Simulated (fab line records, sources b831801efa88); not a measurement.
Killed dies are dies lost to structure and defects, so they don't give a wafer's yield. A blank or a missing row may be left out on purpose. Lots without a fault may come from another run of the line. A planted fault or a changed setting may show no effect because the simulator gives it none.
One fault seen from 2 desks | flow gf180mcu | each desk has only its own numbers; what lay behind them comes last

THE METROLOGY DESK
What the gauges read, lot by lot, whatever tool the lot ran on: means of the sampled wafers that have a number. A lot is out of limits, marked OUT, if its mean lies more than 4 standard deviations from the usual mean; the brackets give that distance.
Columns: A = LVPWELL_TW at GF_LVPWELL_TW_MEAS_11, usual 561; B = MVSD_TW at GF_MVSD_TW_MEAS_11, usual 1589; C = NWELL_RS at GF_VT_IMPLANT_RS_MEAS_47, usual 487.5 ohm/sq; D = LVPWELL_RS at GF_VT_IMPLANT_RS_MEAS_48, usual 1195.5 ohm/sq
lot  | first seen here | A   | B    | C                | D
L104 | day 4 00:13     | 567 | 1604 | 488.9            | 1198.1
L106 | day 4 06:20     | 562 | 1600 | 486.5            | 1195.7
L107 | day 4 14:58     | 558 | 1604 | 486.8            | 1192.6
L113 | day 6 00:14     | 564 | 1571 | 475.5 (-9.2) OUT | 1188.3
L114 | day 6 05:20     | 563 | 1584 | 477.7 (-7.5) OUT | 1197.4
L117 | day 6 20:46     | 560 | 1580 | 488.1            | 1198.2
L118 | day 7 02:16     | 558 | 1607 | 477.7 (-7.5) OUT | 1193.8
L120 | day 7 15:08     | 565 | 1581 | 486.5            | 1195.9
L121 | day 7 21:43     | 568 | 1577 | 487.6            | 1198.0
L123 | day 8 18:23     | 559 | 1594 | 486.5            | 1197.3
L124 | day 8 20:07     | 558 | 1581 | 488.1            | 1196.8
L125 | day 8 23:39     | 557 | 1591 | 487.6            | 1196.3
L126 | day 9 04:13     | 564 | 1587 | 487.9            | 1192.4
L127 | day 9 11:32     | 562 | 1575 | 488.4            | 1197.0
This desk's finding: out of limits on L113, L114, L118; first on L113, day 10 00:47 (NWELL_RS at GF_VT_IMPLANT_RS_MEAS_47). In limits: L104, L106, L107, L117, L120, L121, L123, L124, L125, L126, L127.

THE TOOL OWNER'S DESK: implanter-02
The tool's own readings at GF_NWELL_IMPLANT_09: means of the sampled wafers that have a number, for each lot that ran on this tool. A lot is out of limits, marked OUT, if its mean lies more than 4 standard deviations from the usual mean; the brackets give that distance.
Columns: A = beam_on_s at GF_NWELL_IMPLANT_09, usual 10.00 s; B = faraday_current_uA at GF_NWELL_IMPLANT_09, usual 22.5
lot  | first seen here | A                | B
L104 | day 3 10:49     | 10.13            | 22.2
L106 | day 3 16:46     | 10.20            | 22.1
L107 | day 4 01:37     | 10.23            | 22.0
L113 | day 5 09:29     | 11.14 (+5.2) OUT | 20.3 (-4.5) OUT
L114 | day 5 14:09     | 10.97 (+4.4) OUT | 20.6
L118 | day 6 11:41     | 11.42 (+6.5) OUT | 19.8 (-5.5) OUT
This desk's finding: out of limits on L113, L114, L118; first on L113, day 5 09:29 (beam_on_s at GF_NWELL_IMPLANT_09). In limits: L104, L106, L107.

PUT TOGETHER
The tool owner's desk could have raised an alarm at day 5 09:29, on L113, L114, L118.
The metrology desk could have raised an alarm at day 10 00:47, on L113, L114, L118.
Of the lots named, all ran GF_NWELL_IMPLANT_09 on implanter-02.

WHAT THE SIMULATOR HAD PUT IN
Process parameter drift: implanter-02, from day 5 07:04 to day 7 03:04, at GF_NWELL_IMPLANT_09. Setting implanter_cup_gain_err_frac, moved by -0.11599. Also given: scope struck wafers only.
Lots struck among those shown: L113, L114, L118.
Hours from the fault's start to each desk's first reading out of limits: the tool owner's desk, 2; the metrology desk, 114.
